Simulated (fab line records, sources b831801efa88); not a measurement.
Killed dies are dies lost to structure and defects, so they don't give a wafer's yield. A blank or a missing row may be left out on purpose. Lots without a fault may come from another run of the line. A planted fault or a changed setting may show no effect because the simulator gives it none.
fab line records | flow sky130
record lots=12 wafers=36 last_day=51
route steps=708 shown VIA1@458
lots that met no fault: from a run of the same line without faults
start_h: hours from the record's first day to the start of the lot's first wafer shown | wait_h: hours since the lot's step before | " the same as in the row above | L1.1+2: a row that stands for several wafers | - no value, or no start given | * or withheld: withheld | < > ~ a bound
route shown NAME@n: a module of which the file shows steps, and the number in the route of the first | usual: mean/standard deviation of fault-free wafers | same: alike in all rows | chamber/n: place in a boat | sites: the reading at each site | _std_site: their standard deviation | _edge_site: outer sites' mean less inner sites' | radius_mm: how far each site lies from the wafer's centre | mask NAME#n: copy n | behind: the tool/chamber that last shaped the wafer | hold: why the lot was held/for how many hours/how that ended | device: the transistor (n, p or np) that didn't switch | end of line: the same wafers' tests at the end of the route | a step without rows: its recipe alone | killed: dies lost to structure and defects at the first sort, not the wafer's yield | map: a wafer's dies, x killed, . not, _ none there
set.NAME: the setting as run; set.NAME@STEP: as run at that earlier step | model.NAME: the simulator's own value behind a step, which no gauge read
steps of the route over a sample of lots; a table a step, a row a wafer
services: from which hour (start_h, from the record's first day; less than 0 if before it) a tool's chamber was out of use, for how many hours, and why
## steps
# step SKY_VIA1_HDPCVD_00
# recipe material=SiO2 target_thk_nm=1030 sigma_open_frac=0.3 time_s=171.7 temp_c=400 sih4_flow_sccm=60 pressure_mtorr=6
# columns lot.wafer tool chamber start_h wait_h
L932.2+5+6 hdpcvd-01 2,2,1 791.47 0.0
L933.1+3+5 hdpcvd-02 1,0,2 802.69 0.0
L934.1+5+6 hdpcvd-02 0,0,2 803.85 0.0
L935.3+5+6 hdpcvd-02 0,1,2 810.55 0.0
L936.1+4+5 hdpcvd-01 1,1,0 818.56 0.0
L937.1+2+3 hdpcvd-01 2,0,1 822.60 0.0
L946.1+4+5 hdpcvd-02 2,2,1 894.28 0.0
L948.1+2+3 hdpcvd-01 2,0,1 906.54 0.0
L949.1+5+6 hdpcvd-01 0,2,1 909.99 0.0
L950.1+3+5 hdpcvd-01 2,1,2 916.20 0.0
L952.2+3+6 hdpcvd-01 2,1,0 930.41 0.0
L955.1+3+5 hdpcvd-01 2,0,2 953.09 0.0
# step SKY_VIA1_THK_MEAS_01
# recipe reads=SiO2_of_VIA1_HDPCVD_00
# usual VIA1_HDPCVD_THK=1026/9.9
# columns lot.wafer tool chamber start_h wait_h hold VIA1_HDPCVD_THK[nm]
L932.2 film_metro-01 - 791.65 0.1 - 1013
L932.5 " - " " - 1017
L932.6 " - " " - 1017
L933.1 film_metro-01 - 802.81 0.1 - 1015
L933.3 " - " " - 1023
L933.5 " - " " - 1030
L934.1 film_metro-03 - 803.96 0.1 - 1027
L934.5 " - " " - 1029
L934.6 " - " " - 1028
L935.3 film_metro-02 - 810.68 0.1 - 1022
L935.5 " - " " - 1022
L935.6 " - " " - 1029
L936.1 film_metro-02 - 818.67 0.1 - 1028
L936.4 " - " " - 1015
L936.5 " - " " - 1021
L937.1 film_metro-01 - 822.72 0.1 - 1022
L937.2 " - " " - 1024
L937.3 " - " " - 1022
L946.1 film_metro-02 - 894.39 0.1 await_dispo/0.2h/release 544
L946.4 " - " " await_dispo/0.2h/release 1032
L946.5 " - " " await_dispo/0.2h/release 543
L946.1 film_metro-02 - 894.62 0.2 - 544
L946.4 " - " " - 1032
L946.5 " - " " - 542
L948.1 film_metro-03 - 906.66 0.1 - 1015
L948.2 " - " " - 1005
L948.3 " - " " - 1020
L949.1 film_metro-02 - 910.11 0.1 - 1031
L949.5 " - " " - 1001
L949.6 " - " " - 1024
L950.1 film_metro-02 - 916.31 0.1 - 1019
L950.3 " - " " - 1039
L950.5 " - " " - 1029
L952.2 film_metro-01 - 930.53 0.1 - 1026
L952.3 " - " " - 1026
L952.6 " - " " - 1017
L955.1 film_metro-02 - 953.21 0.1 - 1022
L955.3 " - " " - 1013
L955.5 " - " " - 1018
## services
# columns tool chamber start_h hours kind
hdpcvd-01 0 791.29 12.5 repair
hdpcvd-02 - 950.25 15.0 pm
hdpcvd-02 0 950.25 15.0 vent_cycle
hdpcvd-02 1 950.25 15.0 vent_cycle
hdpcvd-02 2 950.25 15.0 vent_cycle
hdpcvd-02 2 951.16 10.9 repair
## key
first_sign step=SKY_VIA1_THK_MEAS_01 reading=visit direction=added
effect step=SKY_VIA1_THK_MEAS_01 reading=VIA1_HDPCVD_THK direction=down sigmas=49 usual=1026 struck=544
met_at SKY_VIA1_HDPCVD_00
struck_lots L946
struck_wafers L946.1,L946.5
sort_left_out L946.1,L946.5
onset_between 810.55 894.28
fault kind=process_parameter_drift tool=hdpcvd-02 chamber=- onset_h=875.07 steps=SKY_VIA1_HDPCVD_00 channel=target_thk_nm offset=-483.3 shape=step end_h=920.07 scope=struck_wafers_only acts_in=these_recipes_only stated=1030
# sort_left_out: the simulated sort isn't trusted on such a fault, so these wafers' sort isn't shown, and their yield isn't known
